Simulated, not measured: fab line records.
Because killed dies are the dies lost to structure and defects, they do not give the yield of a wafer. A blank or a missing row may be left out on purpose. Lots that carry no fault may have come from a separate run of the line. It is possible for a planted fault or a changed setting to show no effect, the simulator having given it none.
A lot that was struck, set against a sound lot    flow sky130    14 out of 708 route steps
Sound: these wafers, L444.2, L444.3, L444.4. Wafers L430.1, L430.2, L430.4 were the ones struck. At the end, the cause is stated.
For every step that has rows: the tool of each side, followed by ch and its chambers, followed by its first start. Under that, the readings that differ: sound wafers    struck wafers    difference of the means    sigmas: that difference in standard deviations of wafers without a fault.
alike: readings whose means differ by less than 2 such deviations, and words and numbers that are the same on both sides. not compared: withheld readings, readings that some wafer has no value for, bounds like >300 that may hide the same value, and numbers for which the record gives no deviation and whose values overlap.
The two part at a step that has a row with sigmas, a row that says differs or no value, or rows on one side only. Numbers that don't overlap but have no deviation are shown without sigmas and don't part them. A reading that every wafer of one side lacks parts them only if that side has two wafers or more.

SKY_METAL2_SPUTTER_01: material TiN, target thk 20 nm, time 16.7 s.
  sound on pvd_sputter-04 at day 39 17:37; struck on pvd_sputter-03 at day 35 12:14
  alike: throttle_valve_pct
SKY_METAL2_SPUTTER_02: material AlCu, target thk 250 nm, time 13.3 s.
  sound on pvd_sputter-04 at day 39 17:38; struck on pvd_sputter-03 at day 35 12:16
  alike: throttle_valve_pct
SKY_METAL2_SPUTTER_03: material Ti, target thk 5 nm, time 3.3 s.
  sound on pvd_sputter-04 at day 39 17:40; struck on pvd_sputter-03 at day 35 12:17
  alike: throttle_valve_pct
SKY_METAL2_SPUTTER_04: material TiN, target thk 70 nm, time 58.3 s.
  sound on pvd_sputter-04 at day 39 17:40; struck on pvd_sputter-03 at day 35 12:18
reading                 sound           struck          difference  sigmas
throttle_valve_pct (%)  28.9 28.6 27.3  29.4 31.2 32.1  +2.6        +2
SKY_METAL2_RS_MEAS_05: uses a four-point probe to measure.
  sound on film_metro-02 at day 39 17:44; struck on film_metro-01 at day 35 12:21
  alike: METAL2_ALCU_RS
SKY_METAL2_THK_MEAS_06: measures by xrf.
  sound on film_metro-02 at day 39 17:51; struck on film_metro-01 at day 35 12:28
  alike: METAL2_ALCU_THK
then, 6 steps without rows for these wafers: SKY_METAL2_DEHYDRATE_07 (time 60 s); SKY_METAL2_HMDS_08 (prime time 60 s); SKY_METAL2_COAT_09 (resist thk 60 nm); SKY_METAL2_COAT_10 (resist thk 450 nm); SKY_METAL2_SOFTBAKE_11 (time 90 s); SKY_METAL2_EXPOSE_12 (exposes mask MM2, target cd 140 nm).
SKY_METAL2_PEB_13:
  sound on litho_track-04 ch 0, day 40 17:00; struck on litho_track-04, day 36 14:00
reading          sound           struck  difference                     sigmas
exhaust_pa (Pa)  42.9 42.6 44.8  - - -   no value on the struck wafers  
  not compared: chill_plate_temp_C
then, 1 step without rows for these wafers: SKY_METAL2_DEVELOP_14 (develop time 60 s).

== WHERE THEY PART ==
First at SKY_METAL2_SPUTTER_04; last, within this record, at SKY_METAL2_PEB_13.

WHY: the cause the simulator had injected
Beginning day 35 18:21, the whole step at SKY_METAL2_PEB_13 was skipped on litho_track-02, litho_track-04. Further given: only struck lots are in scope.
